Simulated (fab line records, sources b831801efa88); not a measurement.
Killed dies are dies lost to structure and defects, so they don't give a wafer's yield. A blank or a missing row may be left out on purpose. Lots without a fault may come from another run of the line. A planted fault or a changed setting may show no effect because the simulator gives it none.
Which tool did it? | flow sky130 | 14 lots, 42 wafers sampled, at 5 steps of a route of 708

WHAT THE GAUGES READ, wafer by wafer
SKY_FIELD_ISO_CD_MEAS_13: target cd 150 nm.
lot  | measured    | on        | cd_nm (nm)
L706 | day 2 05:15 | cd_sem-01 | 153.4 152.6 151.3
L707 | day 2 09:31 | cd_sem-02 | 150.3 149.3 149.6
L708 | day 2 15:47 | cd_sem-02 | 148.9 149.0 149.1
L709 | day 2 20:07 | cd_sem-02 | 149.7 150.7 150.6
L710 | day 3 01:50 | cd_sem-01 | 151.5 150.6 149.5
L711 | day 3 05:51 | cd_sem-01 | 149.3 149.7 149.1
L712 | day 3 12:15 | cd_sem-01 | 146.7 148.3 146.9
L713 | day 3 19:43 | cd_sem-02 | 151.2 151.2 150.0
L717 | day 4 13:41 | cd_sem-02 | 149.5 150.3 150.9
L719 | day 5 01:13 | cd_sem-01 | 151.0 151.0 152.0
L726 | day 6 12:19 | cd_sem-01 | 151.7 149.4 150.9
L727 | day 6 18:39 | cd_sem-02 | 150.4 148.9 150.9
L728 | day 6 22:40 | cd_sem-01 | 150.0 150.9 148.2
L729 | day 7 03:49 | cd_sem-02 | 147.9 148.7 147.7

SKY_PWDE_TW_MEAS_10.
lot  | measured    | on            | PWDE_TW
L706 | day 3 18:12 | film_metro-03 | 370 371 370
L707 | day 3 23:24 | film_metro-01 | 368 366 370
L708 | day 4 08:43 | film_metro-01 | 372 374 373
L709 | day 4 14:48 | film_metro-03 | 372 372 371
L710 | day 4 20:06 | film_metro-03 | 374 373 373
L711 | day 4 23:36 | film_metro-03 | 375 373 376
L712 | day 5 07:52 | film_metro-02 | 386 383 384
L713 | day 5 15:15 | film_metro-02 | 385 384 385
L717 | day 6 10:16 | film_metro-02 | 384 382 384
L719 | day 6 22:57 | film_metro-02 | 381 380 381
L726 | day 8 10:48 | film_metro-01 | 372 373 373
L727 | day 8 17:29 | film_metro-02 | 384 383 384
L728 | day 9 00:19 | film_metro-01 | 373 373 372
L729 | day 9 06:21 | film_metro-01 | 373 373 373

SKY_POLY_GATE_THK_MEAS_01.
lot  | measured     | on            | POLY_GATE_CVD_00_THK (nm)
L706 | day 13 22:48 | film_metro-01 | 178.5 177.9 179.5
L707 | day 14 05:01 | film_metro-04 | 180.0 181.0 179.7
L708 | day 14 19:08 | film_metro-01 | 179.5 180.4 180.3
L709 | day 15 02:23 | film_metro-01 | 181.3 181.3 180.9
L710 | day 15 12:17 | film_metro-02 | 182.9 181.9 182.4
L711 | day 15 17:48 | film_metro-01 | 180.3 181.1 179.0
L712 | day 16 07:20 | film_metro-01 | 179.1 177.5 180.3
L713 | day 16 19:22 | film_metro-01 | 179.5 179.5 181.7
L717 | day 18 00:22 | film_metro-04 | 196.1 197.9 196.0
L719 | day 18 13:29 | film_metro-01 | 195.9 196.0 194.5
L726 | day 21 04:14 | film_metro-04 | 182.2 181.7 181.9
L727 | day 21 10:41 | film_metro-02 | 178.9 178.8 179.0
L728 | day 21 19:30 | film_metro-01 | 179.7 179.8 180.0
L729 | day 21 23:35 | film_metro-01 | 181.6 181.4 181.8

SKY_SD_N_TW_MEAS_12.
lot  | measured     | on            | SD_N_TW
L706 | day 27 18:07 | film_metro-04 | 4000 3996 3976
L707 | day 28 00:04 | film_metro-04 | 3986 3999 3996
L708 | day 28 17:29 | film_metro-02 | 4077 4060 4082
L709 | day 28 23:46 | film_metro-04 | 4002 4023 4015
L710 | day 29 08:20 | film_metro-01 | 3963 3994 3986
L711 | day 29 12:40 | film_metro-01 | 3986 3988 3987
L712 | day 30 06:32 | film_metro-02 | 4085 4074 4096
L713 | day 30 17:46 | film_metro-01 | 3963 3986 4000
L717 | day 31 17:08 | film_metro-04 | 4003 4014 4020
L719 | day 32 06:18 | film_metro-01 | 3989 3993 3990
L726 | day 34 10:28 | film_metro-04 | 3970 3994 3993
L727 | day 34 15:37 | film_metro-01 | 3940 3970 3956
L728 | day 35 00:49 | film_metro-04 | 3955 3976 3966
L729 | day 35 02:37 | film_metro-04 | 3938 3939 3940

WHICH TOOL RAN EACH LOT (tool, then ch and the chambers of the sampled wafers, then the start)
lot  | SKY_POLY_GATE_CVD_00
L706 | lpcvd-01 ch 1, day 13 21:36
L707 | lpcvd-01 ch 0, day 14 03:13
L708 | lpcvd-01 ch 0, day 14 17:55
L709 | lpcvd-01 ch 1, day 15 01:11
L710 | lpcvd-01 ch 0, day 15 11:04
L711 | lpcvd-01 ch 1, day 15 16:36
L712 | lpcvd-01 ch 0, day 16 06:07
L713 | lpcvd-01 ch 0, day 16 18:10
L717 | lpcvd-01 ch 0, day 17 23:09
L719 | lpcvd-01 ch 0, day 18 12:17
L726 | lpcvd-01 ch 1, day 21 03:02
L727 | lpcvd-01 ch 0, day 21 09:29
L728 | lpcvd-01 ch 0, day 21 18:17
L729 | lpcvd-01 ch 0, day 21 22:23
- SKY_POLY_GATE_CVD_00: deposits poly-Si, target thk 180 nm, time 720 s.

WHAT THE TOOLS THEMSELVES READ (means of the sampled wafers that have a number; where no wafer has one, the mark that the record gives instead)
SKY_POLY_GATE_CVD_00.
lot  | tool     | pressure_mtorr (mTorr) | spike_tc_bottom_C (C)
L706 | lpcvd-01 | 199.8                  | 637.7
L707 | lpcvd-01 | 199.8                  | 643.1
L708 | lpcvd-01 | 199.8                  | 643.9
L709 | lpcvd-01 | 199.9                  | 637.8
L710 | lpcvd-01 | 200.0                  | 643.2
L711 | lpcvd-01 | 199.9                  | 638.3
L712 | lpcvd-01 | 200.2                  | 642.4
L713 | lpcvd-01 | 200.0                  | 642.1
L717 | lpcvd-01 | 239.9                  | 642.3
L719 | lpcvd-01 | 240.0                  | 643.5
L726 | lpcvd-01 | 199.8                  | 637.8
L727 | lpcvd-01 | 200.1                  | 643.5
L728 | lpcvd-01 | 200.2                  | 642.5
L729 | lpcvd-01 | 200.1                  | 643.3

THE ANSWER, worked out from the rows above alone
Rule: what is usual is taken from the lots themselves. Put in order of their means at a reading, lots are off if they are a third of the lots or fewer, leave a main group of 4 or more, and stand apart from it by a gap of 3 or more times the standard deviation of the main group's means; of several such gaps the widest counts. A main group whose means are all the same, to the digits that the tables above print for the reading, isn't used. A lot without any number at a reading at which 4 lots or more have one is off too. The other lots that the step has rows for count as sound. The gauges are gone through in route order, then the tools' own readings, and for those a lot's mean is taken as printed above. The first step at which some lot is off is used, and at that step the reading that is off furthest; a lot without a number counts as furthest.
Off: L717, L719, at SKY_POLY_GATE_THK_MEAS_01 (POLY_GATE_CVD_00_THK). The main group: mean 180.3 nm, standard deviation 1.2.
A tool fits if, at a process step before that reading, it ran every lot that is off, and no sound lot after the first of them. The gauges at SKY_POLY_GATE_THK_MEAS_01 aren't tried: what is off there is off at SKY_POLY_GATE_CVD_00 too, on other tools, and a gauge's error can't cause that. None of those tried fits.

WHAT THE SIMULATOR HAD PUT IN
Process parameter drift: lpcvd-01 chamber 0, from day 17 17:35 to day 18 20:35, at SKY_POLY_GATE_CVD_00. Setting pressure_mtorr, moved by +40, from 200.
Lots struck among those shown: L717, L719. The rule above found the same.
